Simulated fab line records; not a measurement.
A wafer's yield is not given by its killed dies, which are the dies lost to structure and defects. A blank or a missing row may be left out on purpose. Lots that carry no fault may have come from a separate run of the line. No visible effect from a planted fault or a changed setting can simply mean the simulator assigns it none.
A struck lot beside a sound one	flow gf180mcu	18 out of 602 route steps
Sound: wafers L140.2, L140.5, L140.6. The struck wafers were L144.1, L144.3, L144.4. The cause is named last.
Order at every step that has rows: each side's tool, ch and its chambers, its first start. Under that, the readings that differ: sound wafers	struck wafers	difference of the means	sigmas: that difference in standard deviations of wafers without a fault.
alike: readings with means less than 2 such deviations apart, plus words and numbers identical on both sides. not compared: withheld readings, readings lacking a value on some wafer, bounds such as >300 that could conceal the same value, and numbers that have no deviation in the record and whose values overlap.
Wherever a step has rows on one side only, a row that says differs or no value, or a row with sigmas, the two part there. Non-overlapping numbers with no deviation appear without sigmas and do not part them. Lack of a reading on every wafer of one side parts them only where that side has two or more wafers.

first, 1 step without rows for these wafers: GF_STI_CVD_23 (deposits SiO2, target thk 650 nm, time 108.3 s).
GF_STI_THK_MEAS_24:
  sound on film-metro-04, day 2 23:34; struck on film-metro-03, day 3 23:45
  alike: STI_CVD_23_THK
GF_STI_CMP_25: polishes, stops on Si3N4, t overpolish 33 s, target thk 524.6 nm.
  sound on cmp-02 ch 0,2,3, day 2 23:43; struck on cmp-02 ch 0,2,3, day 3 23:49
  alike: head-pressure-psi, motor-current-A, overpolish-run-s, time-to-endpoint-s
then, 4 steps without rows for these wafers: GF_STI_WET_ETCH_26 (etches SiO2 in dHF, target depth 94 nm, time 188 s); GF_STI_WET_ETCH_27 (etches Si3N4 in H3PO4, target depth 160 nm, time 1825 s); GF_STI_WET_ETCH_28 (etches SiO2 in dHF, target depth 20 nm, time 40 s); GF_STI_OXIDATION_29 (stabilise 600 s, purge 300 s, target thk 10 nm).
GF_STI_THK_MEAS_30:
  sound on film-metro-04, day 3 01:55; struck on film-metro-03, day 4 02:07
  alike: STI_OXIDATION_02_THK
then, 4 steps without rows for these wafers: GF_DNWELL_DEHYDRATE_00 (time 60 s); GF_DNWELL_HMDS_01 (prime time 60 s); GF_DNWELL_COAT_02 (resist thk 3000 nm); GF_DNWELL_SOFTBAKE_03.
GF_DNWELL_EXPOSE_04: exposes mask DNWELL, target cd 1700 nm.
  sound on iline-stepper-01 ch 0, day 3 08:17; struck on iline-stepper-01, day 4 08:32
  no value came back on the struck wafers for exposure-dose-mJ-cm2, focus-offset-nm (nm), na; on the sound wafers exposure-dose-mJ-cm2 reads 260.01 259.92 259.85
  alike: mask
then, 3 steps without rows for these wafers: GF_DNWELL_PEB_05; GF_DNWELL_DEVELOP_06 (develop time 60 s); GF_DNWELL_IMPLANT_07.
GF_DNWELL_STRIP_08: strips in O2/N2.
  sound on plasma-asher-04 ch 0,1, day 3 14:48; struck on plasma-asher-04 ch 0,1, day 4 15:52
  alike: drypump-motor-current-A, heater-power-w, oes-product-au, strip-time-to-endpoint-s
  not compared: rf-hours-counter-h
GF_DNWELL_TW_MEAS_09:
  sound on film-metro-03, day 3 14:55; struck on film-metro-03, day 4 16:11
reading	sound	struck	difference	sigmas
DNWELL_TW	1360 1364 1352	31 31 31	-1328	-99 or more
  not compared: hold

## WHERE THEY PART
Last at GF_DNWELL_TW_MEAS_09 as far as this record goes, first at GF_DNWELL_EXPOSE_04.

WHY: what the simulator had put in
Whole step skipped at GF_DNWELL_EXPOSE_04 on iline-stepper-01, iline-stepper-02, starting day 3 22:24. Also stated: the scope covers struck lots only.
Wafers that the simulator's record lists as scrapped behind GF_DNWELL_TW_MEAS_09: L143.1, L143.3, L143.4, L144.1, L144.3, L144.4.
